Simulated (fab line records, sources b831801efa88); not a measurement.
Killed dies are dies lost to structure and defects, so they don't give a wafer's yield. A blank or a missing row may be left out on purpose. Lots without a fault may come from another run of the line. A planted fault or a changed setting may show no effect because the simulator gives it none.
Chamber matching | flow gf180mcu | GF_PASSIVATION_ETCH_11 on rie_diel-02: 4 sister chambers
The step etches the open film in CF4/O2, stops on TiN, target depth 1800 nm, time 400 s. 8 wafers are shown with their chamber, then 12 later ones without.

WAFERS WITH THEIR CHAMBER
wafer  | chamber | drypump_motor_current_A (A) | throttle_valve_pct (%)
L081.1 | 3       | 5.9                         | 5.964
L083.1 | 2       | 5.9                         | 5.962
L083.2 | 1       | 5.8                         | 5.959
L084.5 | 1       | 5.7                         | 5.965
L084.6 | 0       | 6.1                         | 5.959
L085.1 | 3       | 5.9                         | 5.958
L085.2 | 2       | 5.9                         | 5.968
L085.3 | 0       | 6.1                         | 5.959

WAFERS WITHOUT THEIR CHAMBER
wafer  | drypump_motor_current_A (A) | throttle_valve_pct (%)
L085.4 | 5.7                         | 5.954
L085.5 | 5.9                         | 5.948
L085.6 | 6.1                         | 5.963
L090.1 | 5.9                         | 5.965
L090.2 | 5.9                         | 5.954
L090.6 | 6.1                         | 5.964
L096.1 | 5.9                         | 5.958
L096.3 | 5.7                         | 5.946
L096.5 | 5.9                         | 5.947
L097.2 | 5.9                         | 5.963
L097.4 | 6.1                         | 5.953
L097.5 | 5.9                         | 5.959

WHICH CHAMBER EACH WENT THROUGH
wafer  | from the rows above     | in truth
L085.4 | 1                       | 1
L085.5 | can't be placed: 3 or 2 | 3
L085.6 | 0                       | 0
L090.1 | can't be placed: 2 or 3 | 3
L090.2 | can't be placed: 3 or 2 | 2
L090.6 | 0                       | 0
L096.1 | can't be placed: 3 or 2 | 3
L096.3 | 1                       | 1
L096.5 | can't be placed: 3 or 2 | 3
L097.2 | can't be placed: 2 or 3 | 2
L097.4 | 0                       | 0
L097.5 | can't be placed: 3 or 2 | 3
Placed correctly: 5 of 12. Can't be placed from these rows: 7 (the true chamber is among the candidates in 7). Placed wrongly: 0.
How it was worked out, from the rows above alone: a wafer's distance from a chamber is the root of the sum, over the readings, of the square of ((its reading less the chamber's mean) divided by the reading's scatter). The wafer belongs to the nearest chamber; if the next one is less than 2 further off, it can't be placed. A chamber's mean is the mean of its shown wafers. The scatter: the root of (the sum of the squares of (reading less its chamber's mean) over the shown wafers, divided by (wafers less chambers)).
